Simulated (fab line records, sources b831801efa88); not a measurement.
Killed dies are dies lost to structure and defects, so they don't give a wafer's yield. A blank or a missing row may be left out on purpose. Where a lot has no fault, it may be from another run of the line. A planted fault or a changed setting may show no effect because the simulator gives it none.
Matching of chambers + flow sky130 + 4 sister chambers for SKY_CONTACT_ETCH_16 on rie_diel-02
The step etches BARC in N2/H2, stops on SiO2, time 45.9 s, target depth 60 nm. 4 wafers are shown with their chamber, then 11 later ones without.

WAFERS WITH THEIR CHAMBER
| wafer  | chamber | oes_product_au (a.u.) |
|--------|---------|-----------------------|
| L079.3 | 3       | 0.858                 |
| L081.1 | 1       | 0.850                 |
| L081.2 | 2       | 0.854                 |
| L090.2 | 0       | 0.851                 |

WAFERS MISSING THEIR CHAMBER
| wafer  | oes_product_au (a.u.) |
|--------|-----------------------|
| L090.4 | 0.865                 |
| L090.5 | 0.848                 |
| L091.1 | 0.853                 |
| L091.2 | 0.855                 |
| L091.4 | 0.861                 |
| L095.1 | 0.854                 |
| L095.3 | 0.848                 |
| L095.4 | 0.853                 |
| L097.1 | 0.842                 |
| L097.3 | 0.849                 |
| L097.4 | 0.857                 |

EACH ONE'S CHAMBER
| wafer  | from the rows above               | in truth |
|--------|-----------------------------------|----------|
| L090.4 | can't be placed: 3 or 2 or 0      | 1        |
| L090.5 | can't be placed: 1 or 0 or 2      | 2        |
| L091.1 | can't be placed: 2 or 0 or 1 or 3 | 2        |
| L091.2 | can't be placed: 2 or 3 or 0 or 1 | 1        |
| L091.4 | can't be placed: 3 or 2 or 0      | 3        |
| L095.1 | can't be placed: 2 or 0 or 1 or 3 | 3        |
| L095.3 | can't be placed: 1 or 0 or 2      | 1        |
| L095.4 | can't be placed: 2 or 0 or 1 or 3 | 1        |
| L097.1 | can't be placed: 1 or 0 or 2      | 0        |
| L097.3 | can't be placed: 1 or 0 or 2      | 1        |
| L097.4 | can't be placed: 3 or 2 or 0 or 1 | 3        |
Correctly placed: 0 of 11. Not placeable from these rows: 11 (in 10, the candidates include the true chamber). Placed wrongly: 0.
How it was worked out, from the rows above alone: a wafer's distance from a chamber is the root of the sum, over the readings, of the square of ((its reading less the chamber's mean) divided by the reading's scatter). If the next closest chamber is less than 2 further off than the closest, the wafer can't be placed; otherwise it belongs to the closest. The mean given for a chamber averages the wafers shown for that chamber. The scatter (one wafer shown for each chamber): square how far every hidden wafer sits from the nearest shown wafer, average those squares and take the square root.
